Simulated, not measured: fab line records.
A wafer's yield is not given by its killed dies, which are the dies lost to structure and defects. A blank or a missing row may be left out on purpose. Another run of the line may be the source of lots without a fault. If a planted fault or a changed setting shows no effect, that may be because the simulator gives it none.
Problem report in the 8D (eight disciplines) form, filled by code -- flow sfqLine -- the parts of the form that need people (team, actions taken, sign-off) are left out

1. WHAT WENT WRONG
A mean of 85.2 s is read at SFQ_TRILAYER_I6_VIA_BARC_OPEN_VIA_ETCH_235 for runLengthS, taken on 1 wafer of 1 lot, against 70.1 s (standard deviation 0.54) on wafers free of any fault. Relative to the usual mean, that is a shift of +28 standard deviations.
The step: etches BARC in O2, target depth 125 nm, time 41.7 s.
First seen on wafer L251.5, day 74 04:34, on rieDiel-01. The record has a number at this step for 15 wafers belonging to 5 lots. Rule for "out", or "out of limits": more than 4 standard deviations from the usual mean. Any other wafer with a number is counted as sound.

2. WHAT IT IS; WHAT IT IS NOT
question,is,is not
which readings at this step,"runLengthS, oesProductAu","drypumpMotorCurrentA, rfFwdPowerW"
which lots,L251,"L238, L241, L252, L254"
which wafers of those lots,L251.5,"L251.3, L251.6"
read on which tools,rieDiel-01,rieDiel-03
when,from day 74 04:34,"up to then (8 sound wafers); but 6 sound wafers of L252, L254 came after"

3. SUSPECTS, AND WHAT RULES EACH OUT
Counting: if a tool at a process step up to the reading ran every lot that is out, it stays a suspect. Sound lots after the first of them don't rule it out here, since some wafers of a struck lot are sound.
- pecvd-04 at SFQ_TRILAYER_I6_DEP_PECVD_165 (deposits SiO2 from SiH4/N2O, time 111.11 s, target thk 500 nm): kept. It ran the lot that is out, L251 (day 70 01:01).
- cmp-02 at SFQ_TRILAYER_I6_CMP_CMP_166 (polishes SiO2): kept. It ran the lot that is out, L251 (day 70 04:23); its last sound lot up to then is L241 (day 67 03:35).
- filmMetro-02 at SFQ_TRILAYER_I6_METRO_MEASURE_167: kept. It ran the lot that is out, L251 (day 70 06:25).
- rieDiel-01 at SFQ_TRILAYER_I6_VIA_BARC_OPEN_VIA_ETCH_235 (etches BARC in O2, target depth 125 nm, time 41.7 s): kept. It ran the lot that is out, L251 (day 74 04:34); its last sound lot up to then is L238 (day 66 03:08). Its own readings are out on those wafers: oesProductAu, runLengthS.
- Within pecvd-04 at SFQ_TRILAYER_I6_DEP_PECVD_165: the wafers that are out ran in chamber 0; their sound lot-mates ran in chamber 2.
- cmp-02, SFQ_TRILAYER_I6_CMP_CMP_166: wafers that are out in chamber 1, sound lot-mates in chambers 0, 3.
- rieDiel-01, SFQ_TRILAYER_I6_VIA_BARC_OPEN_VIA_ETCH_235: wafers that are out in chamber 1, sound lot-mates in chambers 0, 3.
Left after counting: pecvd-04 at SFQ_TRILAYER_I6_DEP_PECVD_165, cmp-02 at SFQ_TRILAYER_I6_CMP_CMP_166, filmMetro-02 at SFQ_TRILAYER_I6_METRO_MEASURE_167, rieDiel-01 at SFQ_TRILAYER_I6_VIA_BARC_OPEN_VIA_ETCH_235.

4. THE CAUSE (what the simulator had put in)
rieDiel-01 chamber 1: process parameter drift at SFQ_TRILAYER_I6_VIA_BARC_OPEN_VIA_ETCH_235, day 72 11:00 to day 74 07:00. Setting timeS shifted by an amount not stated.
4 suspects survive the count, and this tool is in that group.

5. THE CHAIN OF EFFECTS, in route order
Rows list readings where the struck wafers' mean (over those with a number) sits beyond 3 standard deviations from the usual. Scope: only readings with a usual standard deviation given in the record; hours: median across lots of the time from each lot's start at the first step in this table that gives one to its start at this step; sigmas: change in usual standard deviations.
hours,step,reading,usual,on struck wafers,change,sigmas
0,SFQ_TRILAYER_I6_VIA_BARC_OPEN_VIA_ETCH_235,oesProductAu,0.685 a.u.,0.604,-0.081,-17
0,SFQ_TRILAYER_I6_VIA_BARC_OPEN_VIA_ETCH_235,runLengthS,70.1 s,85.2,+15.1,+28
Its process steps:
- SFQ_TRILAYER_I6_VIA_BARC_OPEN_VIA_ETCH_235: etches BARC in O2, target depth 125 nm, time 41.7 s.

6. HOW IT WOULD HAVE BEEN CAUGHT EARLIER
In this record the first reading out of limits was taken at day 74 04:34, 42 hours after the fault began at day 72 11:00.
